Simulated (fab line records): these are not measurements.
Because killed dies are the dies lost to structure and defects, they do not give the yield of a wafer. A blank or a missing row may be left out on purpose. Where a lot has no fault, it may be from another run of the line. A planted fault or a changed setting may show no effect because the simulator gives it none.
Struck lot and sound lot, side by side | flow sky130 | 44 out of 708 route steps
Sound: the wafers L496.3, L496.4, L496.5. Wafers struck: L512.1, L512.2, L512.3. Last of all comes the cause.
At each step with rows: each side's tool, then ch and its chambers, then its first start. Under that, the readings that differ: sound wafers | struck wafers | difference of the means | sigmas: that difference in standard deviations of wafers without a fault.
alike: readings with means less than 2 such deviations apart, plus words and numbers identical on both sides. not compared: withheld readings, readings lacking a value on some wafer, bounds such as >300 that could conceal the same value, and numbers that have no deviation in the record and whose values overlap.
Wherever a step has rows on one side only, a row that says differs or no value, or a row with sigmas, the two part there. Numbers that don't overlap but have no deviation are shown without sigmas and don't part them. Lack of a reading on every wafer of one side parts them only where that side has two or more wafers.

first, 3 steps without rows for these wafers: SKY_FIELD_ISO_CLEAN_20 (cleans in dHF, time 20 s); SKY_FIELD_ISO_WET_ETCH_21 (etches SiO2 in dHF, target depth 20 nm, time 400 s); SKY_FIELD_ISO_OXIDATION_22 (stabilise 600 s, purge 300 s, target thk 10 nm).
SKY_FIELD_ISO_THK_MEAS_23:
  struck on film-metro-04, day 6 13:04; sound on film-metro-04, day 3 01:23
  alike: FIELD_ISO_OXIDATION_01_THK
then, 1 step without rows for these wafers: SKY_FIELD_ISO_CVD_24 (deposits SiO2, target thk 595 nm, time 99.2 s).
SKY_FIELD_ISO_THK_MEAS_25:
  struck on film-metro-01, day 6 13:12; sound on film-metro-04, day 3 01:31
  alike: FIELD_ISO_CVD_24_THK
then, 1 step without rows for these wafers: SKY_FIELD_ISO_ANNEAL_26 (time 1800 s).
SKY_FIELD_ISO_CMP_27: polishes, stops on Si3N4, t overpolish 16 s, target thk 457.8 nm.
  sound on cmp-02 ch 1,2,3, day 3 03:06; struck on cmp-01 ch 1,2,3, day 6 14:49
  alike: motor-current-A, overpolish-run-s, time-to-endpoint-s
then, 4 steps without rows for these wafers: SKY_FIELD_ISO_WET_ETCH_28 (etches SiO2 in dHF, target depth 23.7 nm, time 46.19 s); SKY_FIELD_ISO_WET_ETCH_29 (etches Si3N4 in H3PO4, target depth 160 nm, time 1825 s); SKY_FIELD_ISO_WET_ETCH_30 (etches SiO2 in dHF, target depth 25 nm, time 50 s); SKY_NWELL_CLEAN_00 (cleans in SC1/SC2, time 150 s).
SKY_NWELL_OXIDATION_01: stabilise 600 s, purge 300 s, target thk 10 nm.
  sound on furnace-01 ch 0, day 3 03:58; struck on furnace-02 ch 0, day 6 15:46
  reading                                      | sound                | struck               | difference | sigmas
  spike-tc-bottom-C (C)                        | 919.5 917.2 916.4    | 933.3 933.8 932.6    | +15.5      | +6
  spike-tc-centre-C (C)                        | 901.8 900.8 900.4    | 923.4 922.9 923.5    | +22.3      | +19
  spike-tc-lower-C (C)                         | 902.2 901.1 902.5    | 920.5 920.3 921.3    | +18.8      | +19
  spike-tc-top-C (C)                           | 912.2 910.1 912.2    | 929.1 925.2 926.9    | +15.6      | +6
  spike-tc-upper-C (C)                         | 901.5 901.5 900.6    | 920.1 917.1 917.4    | +17.0      | +11
  tube-center-temp-C (C)                       | 900.03 900.07 899.98 | 920.52 920.31 920.19 | +20.31     | +99 or more
  tube_center_temp_C_max                       | 902.0 901.9 902.4    | 922.8 922.5 922.1    | +20.4      | +62
  model.SiO2_of_NWELL_OXIDATION_01.thk-nm (nm) | 9.897 9.878 9.842    | 12.43 12.41 12.44    | +2.55      |
SKY_NWELL_THK_MEAS_02:
  struck on film-metro-03, day 6 17:10; sound on film-metro-02, day 3 05:23
  reading                  | sound          | struck            | difference | sigmas
  NWELL_OXIDATION_THK (nm) | 9.88 9.88 9.83 | 12.45 12.42 12.42 | +2.57      | +17
then, 8 steps without rows for these wafers: SKY_DNWELL_DEHYDRATE_00 (time 60 s); SKY_DNWELL_HMDS_01 (prime time 60 s); SKY_DNWELL_COAT_02 (resist thk 3000 nm); SKY_DNWELL_SOFTBAKE_03; SKY_DNWELL_EXPOSE_04 (exposes mask DNM, target cd 3000 nm); SKY_DNWELL_PEB_05; SKY_DNWELL_DEVELOP_06 (develop time 60 s); SKY_DNWELL_IMPLANT_07.
SKY_DNWELL_STRIP_08: strips in O2/N2.
  sound on plasma-asher-04 ch 0,1, day 3 21:34; struck on plasma-asher-03 ch 0,1, day 7 12:53
  alike: drypump-motor-current-A, o2-flow-sccm, oes-product-au, strip-time-to-endpoint-s
  not compared: rf-hours-counter-h
SKY_DNWELL_TW_MEAS_09:
  struck on film-metro-02, day 7 12:59; sound on film-metro-02, day 3 21:40
  alike: DNWELL_TW
then, 7 steps without rows for these wafers: SKY_PWDE_DEHYDRATE_00 (time 60 s); SKY_PWDE_HMDS_01 (prime time 60 s); SKY_PWDE_COAT_02 (resist thk 3000 nm); SKY_PWDE_SOFTBAKE_03; SKY_PWDE_EXPOSE_04 (exposes mask PWDEM, target cd 840 nm); SKY_PWDE_PEB_05; SKY_PWDE_DEVELOP_06 (develop time 60 s).
SKY_PWDE_OVL_MEAS_07:
  struck on overlay-02, day 8 10:17; sound on overlay-01, day 4 15:00
  alike: PWDE_OVL
after that, 1 step had no rows for these wafers: SKY_PWDE_IMPLANT_08.
SKY_PWDE_STRIP_09: strips in O2/N2.
  sound on plasma-asher-01 ch 0,1, day 4 15:13; struck on plasma-asher-02 ch 0,1, day 8 10:28
  alike: drypump-motor-current-A, o2-flow-sccm, oes-product-au, strip-time-to-endpoint-s
  not compared: rf-hours-counter-h
SKY_PWDE_TW_MEAS_10:
  struck on film-metro-02, day 8 10:34; sound on film-metro-03, day 4 15:17
  reading | sound             | struck            | difference | sigmas
  PWDE_TW | 367.4 367.1 368.8 | 373.2 374.1 372.0 | +5.3       | +2
then, 7 steps without rows for these wafers: SKY_NWELL_DEHYDRATE_03 (time 60 s); SKY_NWELL_HMDS_04 (prime time 60 s); SKY_NWELL_COAT_05 (resist thk 3000 nm); SKY_NWELL_SOFTBAKE_06; SKY_NWELL_EXPOSE_07 (exposes mask NWM, target cd 840 nm); SKY_NWELL_PEB_08; SKY_NWELL_DEVELOP_09 (develop time 60 s).
-- the record jumps here: 11 days lie between the struck wafers' starts before and after (it left off in module NWELL and takes up again in module SONOS_ONO, whose first step shown is number 183 of the route) --
SKY_SONOS_ONO_ETCH_15: etches the open film in CHF3/O2, target depth 19.52 nm, time 7.8 s.
  sound on rie-diel-04 ch 1,2, day 13 18:56; struck on rie-diel-02 ch 1,2,3, day 19 10:41
  reading                                      | sound             | struck           | difference | sigmas
  model.SiO2_of_NWELL_OXIDATION_01.thk-nm (nm) | 5.272 5.395 5.257 | 8.036 7.95 7.844 | +2.635     |
  alike: drypump-motor-current-A, oes-product-au, throttle-valve-pct
  not compared: rf-hours-counter-h
-- a jump in the record: the struck wafers' starts before and after are 31 days apart (it breaks off in module SONOS_ONO and resumes in module PAD_OPEN, where the first step shown is number 708 of the route) --
SKY_PAD_OPEN_PROBE_99:
  struck on prober-01, day 50 13:47; sound on prober-01, day 46 19:21
  reading                                 | sound                   | struck                  | difference | sigmas
  model.etest.pfet_01v8_mvt.vt-sat-v (V)  | -0.5883 -0.5948 -0.5995 | -0.6513 -0.645 -0.6499  | -0.0545    |
  model.etest.pfet_16v.vt-v (V)           | -1.118 -1.122 -1.122    | -1.13 -1.134 -1.125     | -0.01      |
  model.etest.pfet_01v8_mvt.vt-v (V)      | -0.6796 -0.6842 -0.6864 | -0.7293 -0.7233 -0.7269 | -0.0431    |
  model.etest.pfet_01v8_mvt.vt-long-v (V) | -0.8914 -0.8997 -0.8973 | -0.9319 -0.9294 -0.9258 | -0.0329    |
  model.etest.pfet_01v8.vt-long-v (V)     | -1.071 -1.073 -1.07     | -1.089 -1.089 -1.087    | -0.017     |
  alike: killed_at_M0_to_M3, killed_at_M4_up, killed-at-contacts, killed-at-front-end, killed-at-other, killed-dies, killed-open, killed-short
  not compared: model.etest.pfet-g5v0d10v5.off-log10-a-um, model.etest.pfet-g5v0d10v5.vt-sat-v, model.etest.pfet-g5v0d10v5.vt-long-v

WHERE THEY PART
First at SKY_NWELL_OXIDATION_01; last, within this record, at SKY_PWDE_TW_MEAS_10. Later steps at which nothing parts them and some readings are alike: SKY_SONOS_ONO_ETCH_15, SKY_PAD_OPEN_PROBE_99.

WHY: what the simulator had put in
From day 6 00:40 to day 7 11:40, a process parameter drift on furnace-02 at SKY_NWELL_OXIDATION_01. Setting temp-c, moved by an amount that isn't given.
